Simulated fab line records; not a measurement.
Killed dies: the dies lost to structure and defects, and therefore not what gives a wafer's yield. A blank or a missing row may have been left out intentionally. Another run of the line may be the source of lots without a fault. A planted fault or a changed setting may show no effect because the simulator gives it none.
fab line records	flow sfq_line
record lots=7	wafers=21	last_day=80
route steps=325 shown M3@128 I3@133 M4@148 I4@163 M8@325
lots with no fault: from the same line, run without faults
start_h: hours from the record's opening day to when the first of the lot's shown wafers began	wait_h: hours elapsed since this lot's preceding step	" same as the row above	L1.1+2: a row that stands for several wafers	- no value, or no start given	* or withheld: withheld	< > ~ a bound
route shown NAME@n: NAME is a module with steps in the file, n the number in the route of the first one	usual: mean and standard deviation over wafers with no fault	same: alike in all rows	chamber/n: place in a boat	sites: per-site readings	_std_site: how widely they spread, as a standard deviation	_edge_site: outer sites' mean less inner sites'	radius_mm: for every site, how far away it sits from the centre of the wafer	mask NAME#n: copy n	behind: the last tool/chamber to shape the wafer	hold: cause of the lot's hold/its duration in hours/its outcome	device: the n, p or np transistor that did not switch	end of line: tests of these same wafers at the route's end	a step without rows: its recipe alone	killed: count of dies lost to structure and defects at first sort (not the wafer's yield)	map: a wafer's dies, x killed, . not, _ none there
set.NAME: the run value of the setting; set.NAME@STEP: its run value at that earlier step	model.NAME: the simulator's own value behind a step, which no gauge read
a table for each step, a row for each wafer; lots at some steps of the route
services: a tool's chamber out of use, with start hour (start_h, from the record's first day; less than 0 if before it), hours out, and reason
## steps
# step SFQ_M3_OVL_MEAS_921
# usual M3_OVL=-1/4.1
lot.wafer	tool	chamber	start_h	wait_h	M3_OVL[nm]
L795.1	overlay-02	-	643.87	0.1	-4
L795.5	"	-	"	"	1
L795.6	"	-	"	"	-2
L798.1	overlay-01	-	675.37	0.1	-1
L798.2	"	-	"	"	-4
L798.5	"	-	"	"	-2
L804.3	overlay-01	-	714.98	0.1	-4
L804.5	"	-	"	"	-9
L804.6	"	-	"	"	-12
L807.2	overlay-01	-	737.78	0.1	6
L807.4	"	-	"	"	4
L807.5	"	-	"	"	5
L808.1	overlay-01	-	743.77	0.1	-3
L808.3	"	-	"	"	-4
L808.5	"	-	"	"	-1
L809.3	overlay-01	-	746.18	0.1	1
L809.4	"	-	"	"	4
L809.6	"	-	"	"	-5
L816.2	overlay-02	-	802.48	0.1	0
L816.4	"	-	"	"	-2
L816.6	"	-	"	"	-2
# step SFQ_TRILAYER_M3_BARC_OPEN_METAL_ETCH_100
# recipe mask_material=PR	chemistry=O2	target_depth_nm=125	target=BARC	icp_w=600	bias_w=80	pressure_mtorr=10	time_s=41.7
# step SFQ_TRILAYER_M3_ETCH_METAL_ETCH_078
# recipe target=Nb	stop_on=SiO2	mask_material=PR	chemistry=Cl2/Ar	target_depth_nm=240	icp_w=600	bias_w=80	pressure_mtorr=10	time_s=120
# step SFQ_TRILAYER_M3_STRIP_STRIP_079
# recipe gas=O2	power_w=200	platen_temp_c=40	overash_fraction=0.65	chemistry=O2	pressure_mtorr=50
# usual drypump_motor_current_A=5.19/0.16	he_backside_leak_sccm=3.47/0.15	oes_product_au=1.007/0.012
lot.wafer	tool	chamber	start_h	wait_h	drypump_motor_current_A	he_backside_leak_sccm	oes_product_au	rf_hours_counter_h
L795.1	rie_metal-03	0	644.09	0.1	5.32	3.59	1.004	29
L795.5	"	1	"	"	5.39	3.40	0.999	-
L795.6	"	0	"	"	5.29	3.49	1.003	-
L798.1	rie_metal-04	0	675.59	0.1	5.06	3.11	1.008	45
L798.2	"	1	"	"	4.88	3.60	0.996	73
L798.5	"	1	"	"	4.84	3.62	0.989	-
L804.3	rie_metal-03	1	715.39	0.2	5.41	3.60	1.008	-
L804.5	"	1	"	"	5.39	3.40	1.012	-
L804.6	"	0	"	"	5.31	3.61	0.996	-
L807.2	rie_metal-01	1	737.99	0.1	5.17	3.61	1.032	73
L807.4	"	1	"	"	5.14	3.58	1.027	-
L807.5	"	0	"	"	5.09	3.81	0.997	-
L808.1	rie_metal-03	0	743.99	0.1	5.31	3.52	1.004	49
L808.3	"	1	"	"	5.43	3.41	1.016	-
L808.5	"	1	"	"	5.42	3.51	1.014	-
L809.3	rie_metal-03	0	746.59	0.2	5.30	3.38	1.003	-
L809.4	"	1	"	"	5.40	3.51	1.019	-
L809.6	"	0	"	"	5.30	3.41	1.018	-
L816.2	rie_metal-01	0	802.69	0.1	5.06	3.48	1.003	114
L816.4	"	1	"	"	5.19	3.61	1.036	-
L816.6	"	1	"	"	5.17	3.62	1.021	-
# step SFQ_TRILAYER_M3_STRIP_SOLV_CLEAN_080
# recipe chemistry=NMP	temp_c=70	time_s=600
# step SFQ_TRILAYER_I3_DEP_PECVD_081
# recipe material=SiO2	temp_c=150	time_s=111.11	pressure_torr=2.4	rf_w=183.3	precursor=SiH4/N2O	target_thk_nm=500
# step SFQ_TRILAYER_I3_CMP_CMP_082
# recipe material=SiO2	down_force_psi=3	platen_rpm=60	pad_velocity_m_s=0.94248
# usual motor_current_A=10.0/0.53	platen_rpm=60.01/0.037	retaining_ring_pressure_frac=1.001/0.0047	slurry_filter_dp_kPa=13.48/0.12	time_to_endpoint_s=217/9.3
lot.wafer	tool	chamber	start_h	wait_h	motor_current_A	platen_rpm	retaining_ring_pressure_frac	slurry_filter_dp_kPa	time_to_endpoint_s
L795.1	cmp-01	0	670.42	25.5	9.8	59.96	1.003	13.34	210
L795.6	"	1	"	"	9.9	60.05	0.998	13.52	193
L795.5	"	2	"	"	10.2	59.94	1.002	13.35	218
L798.1	cmp-02	0	708.28	31.9	9.9	59.99	0.990	13.48	220
L798.2	"	1	"	"	10.0	60.05	1.002	13.49	219
L798.5	"	2	"	"	9.7	60.08	0.999	13.35	223
L804.3	cmp-01	2	764.57	48.6	10.3	60.02	1.000	13.33	211
L804.6	"	2	766.57	50.5	9.7	59.98	1.007	13.58	218
L804.5	"	3	"	"	10.9	60.02	1.004	13.42	228
L807.4	cmp-02	0	795.28	56.4	9.6	60.03	1.002	13.48	221
L807.2	"	2	796.28	57.5	10.1	60.03	0.998	13.62	215
L807.5	"	0	797.28	58.4	9.9	60.04	1.001	13.35	218
L808.1	cmp-02	0	801.28	56.5	9.7	60.02	0.999	13.45	218
L808.3	"	3	802.78	58.0	10.1	60.04	0.998	13.39	207
L808.5	"	0	"	"	9.7	60.03	1.001	13.50	216
L809.3	cmp-01	1	807.15	59.9	10.6	60.04	1.003	13.27	204
L809.4	"	2	"	"	10.2	60.03	1.008	13.64	223
L809.6	"	1	809.15	61.9	10.5	60.00	1.001	13.60	203
L816.4	cmp-01	3	862.88	59.3	11.0	60.07	1.004	13.49	218
L816.2	"	0	"	"	9.7	60.04	0.998	13.52	221
L816.6	"	0	865.38	61.8	10.1	60.03	1.001	13.50	217
# step SFQ_I3_BOW_MEAS_922
# recipe mode=bow
# usual I3_BOW=6/9.1
lot.wafer	tool	chamber	start_h	wait_h	I3_BOW[um]
L795.1	film_metro-03	-	671.92	1.0	9
L795.5	"	-	"	"	10
L795.6	"	-	"	"	9
L798.1	film_metro-02	-	710.28	1.5	-2
L798.2	"	-	"	"	3
L798.5	"	-	"	"	21
L804.3	film_metro-04	-	767.61	2.5	6
L804.5	"	-	"	"	11
L804.6	"	-	"	"	9
L807.2	film_metro-03	-	798.30	1.5	2
L807.4	"	-	"	"	4
L807.5	"	-	"	"	-2
L808.1	film_metro-04	-	804.28	2.5	24
L808.3	"	-	"	"	17
L808.5	"	-	"	"	6
L809.3	film_metro-03	-	810.19	2.5	4
L809.4	"	-	"	"	4
L809.6	"	-	"	"	16
L816.2	film_metro-04	-	865.90	2.0	9
L816.4	"	-	"	"	11
L816.6	"	-	"	"	21
# step SFQ_TRILAYER_I3_METRO_MEASURE_083
# usual thk_nm=200.2/1.5
lot.wafer	tool	chamber	start_h	wait_h	thk_nm
L795.1	film_metro-03	-	672.04	0.1	201.4
L795.5	"	-	"	"	199.9
L795.6	"	-	"	"	198.8
L798.1	film_metro-02	-	710.40	0.1	198.8
L798.2	"	-	"	"	200.7
L798.5	"	-	"	"	198.9
L804.3	film_metro-04	-	768.09	0.5	200.3
L804.5	"	-	"	"	200.1
L804.6	"	-	"	"	199.7
L807.2	film_metro-03	-	798.60	0.3	199.8
L807.4	"	-	"	"	199.8
L807.5	"	-	"	"	200.0
L808.1	film_metro-04	-	804.40	0.1	200.7
L808.3	"	-	"	"	198.8
L808.5	"	-	"	"	200.1
L809.3	film_metro-03	-	810.67	0.5	198.7
L809.4	"	-	"	"	201.2
L809.6	"	-	"	"	198.8
L816.2	film_metro-04	-	866.20	0.3	202.6
L816.4	"	-	"	"	199.8
L816.6	"	-	"	"	200.9
# step SFQ_TRILAYER_I3_VIA_LITHO_COAT_090
# recipe resist=BARC	spin_rpm=3000	resist_thk_nm=62
# step SFQ_TRILAYER_I3_VIA_LITHO_COAT_085
# recipe resist=KrF	spin_rpm=3000	resist_thk_nm=650
# step SFQ_TRILAYER_I3_VIA_LITHO_SOFTBAKE_089
# recipe temp_c=withheld	time_s=withheld	resist=KrF
# step SFQ_TRILAYER_I3_VIA_LITHO_EXPOSE_086
# recipe mask_id=I3	na=0.6	source_shape=conventional	sigma_outer=0.65	target_cd_nm=500	dose_mj=21.3
lot.wafer	tool	chamber	start_h	wait_h	mask
L795.1+5+6	krf_scanner-01	0	765.07	-	I3#0
L798.1+2+5	krf_scanner-01	0	793.77	-	I3#0
L804.3+5+6	krf_scanner-01	0	842.92	-	I3#0
L807.2+4+5	krf_scanner-01	0	870.32	-	I3#0
L808.1+3+5	krf_scanner-01	0	874.92	-	I3#0
L809.3+4+6	krf_scanner-01	0	883.72	-	I3#0
L816.2+4+6	krf_scanner-01	0	940.92	-	I3#0
# step SFQ_TRILAYER_I3_VIA_LITHO_PEB_088
# recipe peb_temp_c=115	peb_time_s=60	resist=KrF
# step SFQ_TRILAYER_I3_VIA_LITHO_DEVELOP_087
# recipe time_s=60	resist=KrF
# step SFQ_I3_OVL_MEAS_923
# usual I3_OVL=-1/5.8
lot.wafer	tool	chamber	start_h	wait_h	I3_OVL[nm]
L795.1	overlay-02	-	766.57	0.1	8
L795.5	"	-	"	"	8
L795.6	"	-	"	"	6
L798.1	overlay-02	-	795.27	0.1	-3
L798.2	"	-	"	"	-15
L798.5	"	-	"	"	-8
L804.3	overlay-01	-	844.03	0.1	1
L804.5	"	-	"	"	0
L804.6	"	-	"	"	-1
L807.2	overlay-02	-	871.63	0.1	-3
L807.4	"	-	"	"	-1
L807.5	"	-	"	"	8
L808.1	overlay-02	-	876.42	0.1	1
L808.3	"	-	"	"	2
L808.5	"	-	"	"	6
L809.3	overlay-02	-	884.83	0.1	-5
L809.4	"	-	"	"	-3
L809.6	"	-	"	"	-1
L816.2	overlay-01	-	942.23	0.1	4
L816.4	"	-	"	"	-2
L816.6	"	-	"	"	7
# step SFQ_TRILAYER_I3_VIA_BARC_OPEN_VIA_ETCH_121
# recipe mask_material=PR	chemistry=O2	target_depth_nm=125	target=BARC	source_w=500	bias_w=80	pressure_mtorr=30	time_s=41.7
# usual drypump_motor_current_A=5.7/0.43	oes_product_au=0.686/0.0043	rf_fwd_power_W=494.8/2.4
# same time_s=41.7
lot.wafer	tool	chamber	start_h	wait_h	drypump_motor_current_A	oes_product_au	rf_fwd_power_W	rf_hours_counter_h	model.I3.cd_nm
L795.1	rie_diel-03	0	766.61	0.0	4.8	0.681	494.5	8	500.4
L795.5	"	0	"	"	4.8	0.688	494.3	-	499.3
L795.6	"	3	"	"	5.8	0.687	496.5	-	499.3
L798.1	rie_diel-01	0	795.31	0.0	5.6	0.699	492.5	16	500.8
L798.2	"	1	"	"	5.8	0.686	496.9	43	500.5
L798.5	"	3	"	"	6.2	0.683	498.3	-	501
L804.3	rie_diel-03	3	844.06	0.0	5.9	0.689	493.1	15	501.2
L804.5	"	3	"	"	5.8	0.685	493.6	-	502.3
L804.6	"	2	"	"	5.7	0.694	497.1	-	502.6
L807.2	rie_diel-03	1	871.66	0.0	5.4	0.690	491.2	11	543.1
L807.4	"	3	"	"	5.9	0.691	492.4	15	548.3
L807.5	"	2	"	"	5.7	0.684	495.5	-	575.5
L808.1	rie_diel-03	1	876.46	0.0	5.5	0.687	490.5	12	586.4
L808.3	"	2	"	"	5.7	0.681	494.9	20	547.1
L808.5	"	3	"	"	5.9	0.684	491.1	-	579.2
L809.3	rie_diel-04	3	884.86	0.0	5.3	0.683	495.3	0	574.2
L809.4	"	2	"	"	6.0	0.696	497.4	19	550.8
L809.6	"	0	"	"	5.7	0.679	495.5	-	545.1
L816.2	rie_diel-03	1	942.26	0.0	5.4	0.688	493.2	13	497.2
L816.4	"	2	"	"	5.8	0.688	495.3	22	499.7
L816.6	"	2	"	"	5.7	0.689	494.9	-	498.4
# step SFQ_TRILAYER_I3_VIA_ETCH_VIA_ETCH_088
# recipe target=SiO2	stop_on=Nb	mask_material=PR	taper_deg=20	chemistry=CHF3	target_depth_nm=260	source_w=500	bias_w=80	pressure_mtorr=30	time_s=withheld
# usual drypump_motor_current_A=5.7/0.44	oes_product_au=0.855/0.0059	rf_fwd_power_W=498.3/1.5
lot.wafer	tool	chamber	start_h	wait_h	drypump_motor_current_A	oes_product_au	rf_fwd_power_W	model.I3.cd_nm
L795.1	rie_diel-03	0	766.65	0.0	4.8	0.860	499.7	498.2
L795.5	"	0	"	"	4.8	0.859	497.8	498.5
L795.6	"	3	"	"	5.8	0.858	498.6	496.7
L798.1	rie_diel-01	0	795.35	0.0	5.6	0.853	498.5	498.3
L798.2	"	1	"	"	5.8	0.851	497.7	500.2
L798.5	"	3	"	"	6.2	0.845	498.2	501.2
L804.3	rie_diel-03	3	844.10	0.0	5.8	0.853	501.6	500.1
L804.5	"	3	"	"	5.9	0.850	499.7	502.4
L804.6	"	2	"	"	5.7	0.856	498.9	498.3
L807.2	rie_diel-03	1	871.70	0.0	5.4	0.854	497.9	544.3
L807.4	"	3	"	"	5.9	0.862	498.8	546.5
L807.5	"	2	"	"	5.7	0.856	499.0	571.2
L808.1	rie_diel-03	1	876.50	0.0	5.4	0.863	497.7	588.2
L808.3	"	2	"	"	5.7	0.849	498.6	544.5
L808.5	"	3	"	"	5.9	0.845	498.7	578.9
L809.3	rie_diel-04	3	884.90	0.0	5.3	0.846	497.0	571.4
L809.4	"	2	"	"	6.0	0.862	500.1	552.1
L809.6	"	0	"	"	5.8	0.851	498.6	541.2
L816.2	rie_diel-03	1	942.30	0.0	5.4	0.851	497.2	496.6
L816.4	"	2	"	"	5.7	0.852	500.6	497.2
L816.6	"	2	"	"	5.7	0.861	501.0	495.4
# step SFQ_TRILAYER_I3_VIA_STRIP_STRIP_089
# recipe gas=O2	power_w=200	platen_temp_c=40	overash_fraction=0.65	chemistry=O2	pressure_mtorr=50
# step SFQ_TRILAYER_I3_VIA_STRIP_SOLV_CLEAN_090
# recipe chemistry=NMP	temp_c=70	time_s=600
# step SFQ_TRILAYER_M4_DEP_PRE_CLEAN_092
# recipe gas=Ar	time_s=22.5	bias_v=250
# step SFQ_TRILAYER_M4_DEP_SPUTTER_091
# recipe material=Nb	base_pressure_pa=1.33e-06	chamber_pressure_pa=0.1333	substrate_temp_c=20	resputter_cathode_voltage_v=400	target_thk_nm=200	power_w=2000	time_s=133.3
# step SFQ_M4_RS_MEAS_924
# recipe thk_meas_gauge=four-point-probe	reads=Nb_of_TRILAYER_M4_DEP_SPUTTER_091
# usual M4_NB_RS=0.884/0.011
lot.wafer	tool	chamber	start_h	wait_h	M4_NB_RS[ohm/sq]
L795.1	film_metro-03	-	767.66	0.0	0.891
L795.5	"	-	"	"	0.860
L795.6	"	-	"	"	0.887
L798.1	film_metro-01	-	796.36	0.0	0.886
L798.2	"	-	"	"	0.869
L798.5	"	-	"	"	0.883
L804.3	film_metro-01	-	845.15	0.1	0.886
L804.5	"	-	"	"	0.891
L804.6	"	-	"	"	0.898
L807.2	film_metro-04	-	872.73	0.1	0.892
L807.4	"	-	"	"	0.863
L807.5	"	-	"	"	0.878
L808.1	film_metro-04	-	878.11	0.0	0.878
L808.3	"	-	"	"	0.870
L808.5	"	-	"	"	0.867
L809.3	film_metro-04	-	886.55	0.1	0.888
L809.4	"	-	"	"	0.879
L809.6	"	-	"	"	0.890
L816.2	film_metro-01	-	943.34	0.1	0.879
L816.4	"	-	"	"	0.894
L816.6	"	-	"	"	0.883
# step SFQ_TRILAYER_M4_LITHO_COAT_098
# recipe resist=BARC	spin_rpm=3000	resist_thk_nm=62
# step SFQ_TRILAYER_M4_LITHO_COAT_093
# recipe resist=KrF	spin_rpm=3000	resist_thk_nm=600
# step SFQ_TRILAYER_M4_LITHO_SOFTBAKE_097
# recipe temp_c=withheld	time_s=withheld	resist=KrF
# step SFQ_TRILAYER_M4_LITHO_EXPOSE_094
# recipe mask_id=M4	na=0.6	source_shape=conventional	sigma_outer=0.65	target_cd_nm=500	dose_mj=14.4
# step SFQ_TRILAYER_M4_LITHO_PEB_096
# recipe peb_temp_c=115	peb_time_s=60	resist=KrF
# step SFQ_TRILAYER_M4_LITHO_DEVELOP_095
# recipe time_s=60	resist=KrF
# step SFQ_M4_OVL_MEAS_926
# usual M4_OVL=3/6.6
lot.wafer	tool	chamber	start_h	wait_h	M4_OVL[nm]
L795.1	overlay-02	-	831.73	0.1	6
L795.5	"	-	"	"	8
L795.6	"	-	"	"	11
L798.1	overlay-01	-	860.24	0.1	-5
L798.2	"	-	"	"	-2
L798.5	"	-	"	"	-1
L804.3	overlay-01	-	896.25	0.1	4
L804.5	"	-	"	"	12
L804.6	"	-	"	"	12
L807.2	overlay-02	-	914.24	0.1	15
L807.4	"	-	"	"	7
L807.5	"	-	"	"	-1
L808.1	overlay-02	-	917.84	0.1	-11
L808.3	"	-	"	"	-4
L808.5	"	-	"	"	-8
L809.3	overlay-01	-	923.65	0.1	-1
L809.4	"	-	"	"	4
L809.6	"	-	"	"	9
L816.2	overlay-01	-	965.29	0.1	1
L816.4	"	-	"	"	2
L816.6	"	-	"	"	-2
# step SFQ_TRILAYER_M4_BARC_OPEN_METAL_ETCH_123
# recipe mask_material=PR	chemistry=O2	target_depth_nm=125	target=BARC	icp_w=600	bias_w=80	pressure_mtorr=10	time_s=41.7
# usual drypump_motor_current_A=5.5/0.37	he_backside_leak_sccm=3.49/0.16	oes_product_au=0.685/0.0046	rf_fwd_power_W=594.0/2
# same time_s=41.7
lot.wafer	tool	chamber	start_h	wait_h	drypump_motor_current_A	he_backside_leak_sccm	oes_product_au	rf_fwd_power_W	rf_hours_counter_h
L795.1	rie_metal-03	0	831.77	0.0	5.3	3.57	0.692	599.0	63
L795.5	"	0	"	"	5.3	3.32	0.684	599.6	-
L795.6	"	1	"	"	5.4	3.46	0.683	594.2	-
L798.1	rie_metal-03	0	860.27	0.0	5.3	3.53	0.686	593.0	67
L798.2	"	1	"	"	5.4	3.61	0.683	592.8	59
L798.5	"	1	"	"	5.4	3.50	0.685	592.2	-
L804.3	rie_metal-04	1	896.29	0.0	4.8	3.74	0.693	595.5	-
L804.5	"	1	"	"	4.8	3.57	0.689	596.1	-
L804.6	"	0	"	"	5.1	3.24	0.694	594.8	-
L807.2	rie_metal-04	1	914.27	0.0	4.8	3.70	0.690	597.1	115
L807.4	"	1	"	"	4.9	3.66	0.693	593.8	-
L807.5	"	0	"	"	5.1	3.20	0.680	594.7	-
L808.1	rie_metal-03	0	917.87	0.0	5.3	3.46	0.686	595.9	76
L808.3	"	0	"	"	5.3	3.55	0.685	596.4	-
L808.5	"	1	"	"	5.4	3.49	0.681	595.8	-
L809.3	rie_metal-03	1	923.69	0.0	5.4	3.64	0.689	593.2	-
L809.4	"	0	"	"	5.3	3.22	0.692	594.8	-
L809.6	"	1	"	"	5.4	3.63	0.693	593.3	-
L816.2	rie_metal-02	0	965.32	0.0	5.8	3.49	0.683	595.6	15
L816.4	"	1	"	"	5.9	3.47	0.678	590.0	-
L816.6	"	1	"	"	5.9	3.47	0.699	589.5	-
# step SFQ_TRILAYER_M4_ETCH_METAL_ETCH_096
# recipe target=Nb	stop_on=SiO2	mask_material=PR	chemistry=Cl2/Ar	target_depth_nm=240	icp_w=600	bias_w=80	pressure_mtorr=10	time_s=120
# usual drypump_motor_current_A=5.5/0.37	he_backside_leak_sccm=3.51/0.2	oes_product_au=0.897/0.0084	rf_fwd_power_W=597.1/1.9
# same time_s=120
lot.wafer	tool	chamber	start_h	wait_h	drypump_motor_current_A	he_backside_leak_sccm	oes_product_au	rf_fwd_power_W	rf_hours_counter_h
L795.1	rie_metal-03	0	831.83	0.0	5.3	3.42	0.898	596.6	63
L795.5	"	0	"	"	5.3	3.60	0.913	598.8	-
L795.6	"	1	"	"	5.4	3.55	0.901	598.8	-
L798.1	rie_metal-03	0	860.33	0.0	5.3	3.56	0.904	601.1	67
L798.2	"	1	"	"	5.4	3.51	0.909	595.6	59
L798.5	"	1	"	"	5.4	3.42	0.890	596.3	-
L804.3	rie_metal-04	1	896.38	0.1	4.9	3.65	0.900	598.7	-
L804.5	"	1	"	"	4.8	4.88	0.881	595.3	-
L804.6	"	0	"	"	5.1	3.26	0.892	595.8	-
L807.2	rie_metal-04	1	914.33	0.0	4.8	3.71	0.895	598.4	115
L807.4	"	1	"	"	4.9	3.74	0.914	598.5	-
L807.5	"	0	"	"	5.1	3.17	0.896	595.1	-
L808.1	rie_metal-03	0	917.93	0.0	5.3	3.58	0.903	596.1	76
L808.3	"	0	"	"	5.3	3.58	0.905	596.3	-
L808.5	"	1	"	"	5.4	3.52	0.911	594.6	-
L809.3	rie_metal-03	1	923.78	0.1	5.4	3.51	0.896	599.0	-
L809.4	"	0	"	"	5.3	3.39	0.898	599.9	-
L809.6	"	1	"	"	5.4	3.43	0.891	597.1	-
L816.2	rie_metal-02	0	965.38	0.0	5.8	3.70	0.901	595.5	15
L816.4	"	1	"	"	5.9	3.43	0.890	595.6	-
L816.6	"	1	"	"	5.9	3.52	0.902	597.4	-
# step SFQ_TRILAYER_M4_STRIP_STRIP_097
# recipe gas=O2	power_w=200	platen_temp_c=40	overash_fraction=0.65	chemistry=O2	pressure_mtorr=50
# step SFQ_TRILAYER_M4_STRIP_SOLV_CLEAN_098
# recipe chemistry=NMP	temp_c=70	time_s=600
# step SFQ_TRILAYER_I4_DEP_PECVD_099
# recipe material=SiO2	temp_c=150	time_s=111.11	pressure_torr=2.4	rf_w=183.3	precursor=SiH4/N2O	target_thk_nm=500
# step SFQ_TRILAYER_I4_CMP_CMP_100
# recipe material=SiO2	down_force_psi=3	platen_rpm=60	pad_velocity_m_s=0.94248
# step SFQ_I4_BOW_MEAS_927
# recipe mode=bow
# usual I4_BOW=6/10
lot.wafer	tool	chamber	start_h	wait_h	I4_BOW[um]
L795.1	film_metro-01	-	892.88	2.0	12
L795.5	"	-	"	"	10
L795.6	"	-	"	"	11
L798.1	film_metro-01	-	926.39	2.0	0
L798.2	"	-	"	"	4
L798.5	"	-	"	"	20
L804.3	film_metro-02	-	962.43	1.0	2
L804.5	"	-	"	"	8
L804.6	"	-	"	"	6
L807.2	film_metro-02	-	982.72	1.5	5
L807.4	"	-	"	"	6
L807.5	"	-	"	"	0
L808.1	film_metro-01	-	988.70	1.0	19
L808.3	"	-	"	"	13
L808.5	"	-	"	"	1
L809.3	film_metro-02	-	994.74	1.5	2
L809.4	"	-	"	"	3
L809.6	"	-	"	"	15
L816.2	film_metro-03	-	1040.61	1.5	10
L816.4	"	-	"	"	11
L816.6	"	-	"	"	21
# step SFQ_TRILAYER_I4_METRO_MEASURE_101
# step SFQ_TRILAYER_I4_VIA_LITHO_COAT_108
# recipe resist=BARC	spin_rpm=3000	resist_thk_nm=62
# step SFQ_TRILAYER_I4_VIA_LITHO_COAT_103
# recipe resist=KrF	spin_rpm=3000	resist_thk_nm=650
# step SFQ_TRILAYER_I4_VIA_LITHO_SOFTBAKE_107
# recipe temp_c=withheld	time_s=withheld	resist=KrF
# step SFQ_M8_BOW_MEAS_951
# recipe mode=bow
# usual M8_BOW=12/12
lot.wafer	tool	chamber	start_h	wait_h	M8_BOW[um]	model.etest.i3.link_ohm
L795.1	film_metro-02	-	1830.07	0.0	21	1.964
L795.5	"	-	"	"	21	1.946
L795.6	"	-	"	"	21	1.958
L798.1	film_metro-01	-	1850.22	0.0	11	1.963
L798.2	"	-	"	"	16	1.958
L798.5	"	-	"	"	32	1.956
L804.3	film_metro-02	-	1881.46	0.0	9	1.976
L804.5	"	-	"	"	14	1.965
L804.6	"	-	"	"	12	1.971
L807.2	film_metro-02	-	1887.44	0.0	2	1.937
L807.4	"	-	"	"	3	1.901
L807.5	"	-	"	"	-1	1.911
L808.1	film_metro-03	-	1888.62	0.0	24	1.919
L808.3	"	-	"	"	17	1.917
L808.5	"	-	"	"	6	1.915
L809.3	film_metro-03	-	1892.26	0.0	10	1.913
L809.4	"	-	"	"	8	1.914
L809.6	"	-	"	"	21	1.929
L816.2	film_metro-03	-	1917.44	0.0	17	1.957
L816.4	"	-	"	"	18	1.957
L816.6	"	-	"	"	28	1.966
## services
tool	chamber	start_h	hours	kind
krf_scanner-01	-	644.77	0.8	pm
cmp-01	-	644.86	6.1	repair
rie_diel-03	1	646.20	9.8	repair
krf_scanner-01	-	661.12	0.8	pm
cmp-01	-	671.92	4.4	pm
rie_diel-03	0	726.48	13.0	repair
rie_diel-03	-	744.54	15.6	pm
cmp-01	-	748.18	4.4	repair
rie_metal-04	1	749.18	16.4	repair
krf_scanner-01	-	771.07	1.0	pm
krf_scanner-01	-	773.27	1.3	pm
krf_scanner-01	-	828.59	0.9	repair
rie_diel-03	-	829.15	1.7	repair
krf_scanner-01	-	830.97	0.8	pm
rie_metal-03	-	837.32	15.6	pm
rie_metal-03	-	866.77	14.6	pm
rie_diel-03	-	873.87	0.5	repair
rie_diel-03	0	875.55	14.3	repair
rie_metal-04	-	888.16	1.4	pm
rie_diel-03	1	917.63	6.1	repair
krf_scanner-01	-	939.72	1.0	pm
rie_metal-03	1	942.42	2.1	repair
krf_scanner-01	-	949.12	1.3	pm
rie_metal-03	-	962.67	28.1	pm
## key
first_sign none at tools or gauges
model_effect step=SFQ_TRILAYER_I3_VIA_BARC_OPEN_VIA_ETCH_121	value=I3.cd_nm	without=502.4	struck=561.1
model_effect step=SFQ_TRILAYER_I3_VIA_ETCH_VIA_ETCH_088	value=I3.cd_nm	without=501.1	struck=559.8
model_effect step=SFQ_M8_BOW_MEAS_951	value=etest.i3.link_ohm	without=1.955	struck=1.917
met_at SFQ_TRILAYER_I3_VIA_LITHO_EXPOSE_086
struck_wafers L807.2,L807.4,L807.5,L808.1,L808.3,L808.5,L809.3,L809.4,L809.6
onset_between 842.92 870.32
fault kind=process_parameter_drift	tool=krf_scanner-01	chamber=-	onset_h=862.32	steps=SFQ_TRILAYER_I3_VIA_LITHO_EXPOSE_086	channel=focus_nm	offset=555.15	spread_by_wafer=0.3	shape=step	end_h=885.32
